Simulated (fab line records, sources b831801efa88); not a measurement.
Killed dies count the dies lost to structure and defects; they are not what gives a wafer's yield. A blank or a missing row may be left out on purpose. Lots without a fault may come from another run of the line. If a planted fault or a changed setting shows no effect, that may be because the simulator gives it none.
The same fault as seen by 2 desks || flow gf180mcu || numbers are kept per desk, each desk with only its own; the story behind them comes last

== TOOL OWNER'S DESK, pvd sputter-02 ==
The tool's own readings at GF_V5_SPUTTER_21 (material Ti, target thk 15 nm, time 80.02 s): means of the sampled wafers that have a number, for each lot that ran on this tool. The brackets show how far a lot's mean lies from the usual mean; more than 4 standard deviations puts the lot out of limits, marked OUT.
Columns: A = cathode dc power W at GF_V5_SPUTTER_21, usual 2500.0 W; B = chamber pressure pa at GF_V5_SPUTTER_21, usual 4.999 Pa; C = throttle valve pct at GF_V5_SPUTTER_21, usual 29.5 %
{"lot": "L873", "first seen here": "day 27 11:04", "A": 2500.6, "B": 5.002, "C": 29.6}
{"lot": "L875", "first seen here": "day 27 23:11", "A": 2500.5, "B": 5.003, "C": 29.6}
{"lot": "L878", "first seen here": "day 28 14:19", "A": 2500.2, "B": 4.996, "C": 29.9}
{"lot": "L881", "first seen here": "day 29 23:16", "A": 2500.1, "B": 5.004, "C": 30.0}
{"lot": "L894", "first seen here": "day 33 03:22", "A": 2499.8, "B": 4.992, "C": 29.6}
{"lot": "L895", "first seen here": "day 33 09:11", "A": 2499.7, "B": 4.997, "C": 30.1}
{"lot": "L896", "first seen here": "day 33 15:20", "A": 2500.0, "B": 4.998, "C": 30.1}
This desk's verdict: no lot among the 7 shows anything out of limits.

== AT THE METROLOGY DESK ==
Lot by lot, what the gauges showed, no matter which tool ran the lot: averages of those sampled wafers that carry a number. The brackets show how far a lot's mean lies from the usual mean; more than 4 standard deviations puts the lot out of limits, marked OUT.
Columns: A = cd nm at GF_V4_CD_MEAS_14, usual 260.5 nm
{"lot": "L873", "first seen here": "day 24 15:22", "A": 260.4}
{"lot": "L874", "first seen here": "day 24 19:02", "A": 259.3}
{"lot": "L875", "first seen here": "day 25 05:57", "A": 263.1}
{"lot": "L878", "first seen here": "day 25 22:04", "A": 261.6}
{"lot": "L879", "first seen here": "day 26 13:43", "A": 257.5}
{"lot": "L880", "first seen here": "day 26 20:04", "A": 260.2}
{"lot": "L881", "first seen here": "day 27 08:45", "A": 259.9}
{"lot": "L883", "first seen here": "day 28 01:56", "A": 259.7}
{"lot": "L884", "first seen here": "day 28 05:14", "A": 261.1}
{"lot": "L894", "first seen here": "day 30 19:44", "A": 260.1}
{"lot": "L895", "first seen here": "day 31 01:34", "A": 259.8}
{"lot": "L896", "first seen here": "day 31 09:44", "A": 263.1}
This desk's verdict: no lot among the 12 shows anything out of limits.

== PUT TOGETHER ==
The desk of the tool owner found nothing out of limits.
The metrology desk saw nothing out of limits.

== WHAT WAS PUT IN BY THE SIMULATOR ==
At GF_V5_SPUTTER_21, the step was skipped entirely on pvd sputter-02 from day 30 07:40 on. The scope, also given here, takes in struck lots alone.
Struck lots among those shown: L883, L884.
